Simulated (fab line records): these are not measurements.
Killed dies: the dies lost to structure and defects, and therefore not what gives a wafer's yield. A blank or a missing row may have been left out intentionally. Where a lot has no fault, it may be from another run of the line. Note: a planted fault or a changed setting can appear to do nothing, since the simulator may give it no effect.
Which tool did it? + flow gf180mcu + 30 wafers from 10 lots sampled at 4 of the route's 602 steps

== WHAT THE GAUGES SHOWED, per wafer ==
GF_V1_RS_MEAS_24: a four-point-probe measurement.
| lot  | measured     | on            | V1_W_RS (ohm/sq)  |
|------|--------------|---------------|-------------------|
| L581 | day 18 06:59 | film_metro-01 | 0.330 0.329 0.327 |
| L582 | day 18 11:35 | film_metro-04 | 0.328 0.332 0.333 |
| L585 | day 19 05:36 | film_metro-04 | 0.323 0.325 0.326 |
| L586 | day 19 22:32 | film_metro-04 | 0.317 0.331 0.321 |
| L592 | day 22 18:03 | film_metro-03 | 0.215 0.218 0.325 |
| L593 | day 23 02:26 | film_metro-04 | 0.217 0.324 0.323 |
| L600 | day 25 04:29 | film_metro-04 | 0.321 0.322 0.331 |
| L601 | day 25 10:19 | film_metro-04 | 0.322 0.327 0.327 |
| L603 | day 25 22:21 | film_metro-01 | 0.323 0.328 0.325 |
| L604 | day 26 10:33 | film_metro-01 | 0.326 0.318 0.325 |

== WHICH TOOL RAN EACH LOT (tool, then ch and the chambers of the sampled wafers, then the start) ==
| lot  | GF_CONTACT_ETCH_16                 | GF_V1_SPUTTER_21             | GF_V1_CVD_23                  |
|------|------------------------------------|------------------------------|-------------------------------|
| L581 | rie_diel-02 ch 1,2, day 16 05:25   | pvd_sputter-02, day 18 06:43 | cvd_w-01 ch 0,1, day 18 06:50 |
| L582 | rie_diel-03 ch 1,2, day 16 09:25   | pvd_sputter-04, day 18 11:23 | cvd_w-01 ch 0,1, day 18 11:29 |
| L585 | rie_diel-04 ch 1,2,3, day 17 02:19 | pvd_sputter-02, day 19 05:23 | cvd_w-01 ch 0,1, day 19 05:29 |
| L586 | rie_diel-02 ch 0,2,3, day 17 19:25 | pvd_sputter-04, day 19 22:19 | cvd_w-02 ch 0,1, day 19 22:25 |
| L592 | rie_diel-02 ch 0,1,3, day 20 15:09 | pvd_sputter-03, day 22 17:50 | cvd_w-02 ch 0,1, day 22 17:56 |
| L593 | rie_diel-04 ch 0,3, day 20 23:21   | pvd_sputter-04, day 23 02:11 | cvd_w-02 ch 0,1, day 23 02:19 |
| L600 | rie_diel-04 ch 0,1, day 23 04:58   | pvd_sputter-04, day 25 04:16 | cvd_w-01 ch 0,1, day 25 04:22 |
| L601 | rie_diel-04 ch 0,1, day 23 10:21   | pvd_sputter-02, day 25 10:07 | cvd_w-01 ch 0,1, day 25 10:13 |
| L603 | rie_diel-02 ch 0,1,3, day 24 00:53 | pvd_sputter-04, day 25 22:07 | cvd_w-01 ch 0,1, day 25 22:13 |
| L604 | rie_diel-04 ch 0,2, day 24 12:49   | pvd_sputter-02, day 26 10:20 | cvd_w-01 ch 0,1, day 26 10:26 |
- GF_CONTACT_ETCH_16: etches BARC in N2/H2.
- GF_V1_SPUTTER_21: material Ti, target thk 15 nm, time 80.02 s.
- GF_V1_CVD_23: deposits W, target thk 350 nm, time 105.05 s.

== THE ANSWER, worked out from the rows above alone ==
Rule: usual is defined by the lots themselves. Put in order of their means at a reading, lots are off if they are a third of the lots or fewer, leave a main group of 4 or more, and stand apart from it by a gap of 3 or more times the standard deviation of the main group's means; of several such gaps the widest counts. If all means in a main group match to the digits the tables above print for the reading, that group is not used. Also off: a lot with no number at a reading for which 4 or more lots have one. Where the step has rows for the other lots, those lots are counted as sound.
Off: L592, L593, at GF_V1_RS_MEAS_24 (V1_W_RS). Mean 0.326 ohm/sq and standard deviation 0.0026 in the main group.
If a tool, at a process step before that reading, ran all the lots that are off and no sound lot after the first of them, it fits. Those tools and the gauges at GF_V1_RS_MEAS_24 are tried in the same way. One fits: GF_V1_CVD_23 on cvd_w-02. Its last sound lot is L586 (day 19 22:25), its first lot that is off L592 (day 22 17:56): a fault that began between those two fits.

== WHAT HAD BEEN PUT IN BY THE SIMULATOR ==
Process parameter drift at GF_V1_CVD_23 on cvd_w-02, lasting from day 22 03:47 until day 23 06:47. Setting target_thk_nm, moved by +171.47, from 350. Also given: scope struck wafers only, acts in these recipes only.
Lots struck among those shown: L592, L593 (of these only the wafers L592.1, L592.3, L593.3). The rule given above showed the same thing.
